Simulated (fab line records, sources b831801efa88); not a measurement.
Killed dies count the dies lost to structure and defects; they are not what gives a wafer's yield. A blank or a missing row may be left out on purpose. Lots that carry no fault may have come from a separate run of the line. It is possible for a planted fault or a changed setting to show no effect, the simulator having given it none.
Matching of chambers    flow gf180mcu    GF_CONTACT_CMP_27 on cmp-02: 4 sister chambers
The step polishes, stops on SiO2, t overpolish 15 s, target thk 0 nm. 14 wafers are shown with their chamber, then 7 later ones without.

## WAFERS WITH THEIR CHAMBER
wafer   chamber  time_to_endpoint_s (s)  motor_current_A (A)  head_pressure_psi (psi)
L230.1  1        68                      11.1                 3.493
L230.2  3        74                      11.5                 3.498
L230.6  0        66                      11.7                 3.487
L231.4  3        74                      11.2                 3.511
L231.5  3        73                      11.3                 3.505
L231.6  2        70                      11.7                 3.513
L236.2  0        70                      12.7                 3.500
L236.4  3        71                      10.8                 3.506
L236.5  1        66                      11.3                 3.490
L245.2  0        65                      11.8                 3.520
L245.3  3        75                      11.2                 3.501
L245.6  2        69                      10.7                 3.499
L247.2  3        81                      11.4                 3.497
L247.5  1        74                      11.3                 3.491

SIGNATURES (averages over the wafers above)
reading             chamber 0  chamber 1  chamber 2  chamber 3  scatter within a chamber
time_to_endpoint_s  67.00      69.33      69.50      74.67      3.26
motor_current_A     12.067     11.233     11.200     11.233     0.378
head_pressure_psi   3.50233    3.49133    3.50600    3.50300    0.00893
Rule: a wafer lies at a distance from a chamber equal to the root of the sum of squares, over the readings, of (its reading less the chamber's mean, divided by the reading's scatter). If the next closest chamber is less than 2 further off than the closest, the wafer can't be placed; otherwise it belongs to the closest. The scatter: the root of (the sum of the squares of (reading less its chamber's mean) over the shown wafers, divided by (wafers less chambers)).

## WAFERS MISSING THEIR CHAMBER
wafer   time_to_endpoint_s (s)  motor_current_A (A)  head_pressure_psi (psi)
L247.6  73                      11.0                 3.495
L252.2  77                      11.8                 3.507
L252.4  68                      11.6                 3.499
L252.5  75                      10.7                 3.485
L253.1  72                      11.0                 3.491
L253.4  73                      10.9                 3.498
L253.5  71                      10.9                 3.509

## WHICH CHAMBER EACH ONE RAN IN
wafer   from the rows above                in truth
L247.6  can't be placed: 3 or 1 or 2       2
L252.2  can't be placed: 3 or 2 or 0 or 1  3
L252.4  can't be placed: 0 or 1 or 2 or 3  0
L252.5  can't be placed: 1 or 3 or 2       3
L253.1  can't be placed: 1 or 3 or 2       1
L253.4  can't be placed: 3 or 2 or 1       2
L253.5  can't be placed: 2 or 3 or 1       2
Correctly placed: 0 of 7. Can't be placed from these rows: 7 (the true chamber is among the candidates in 7). Placed wrongly: 0.
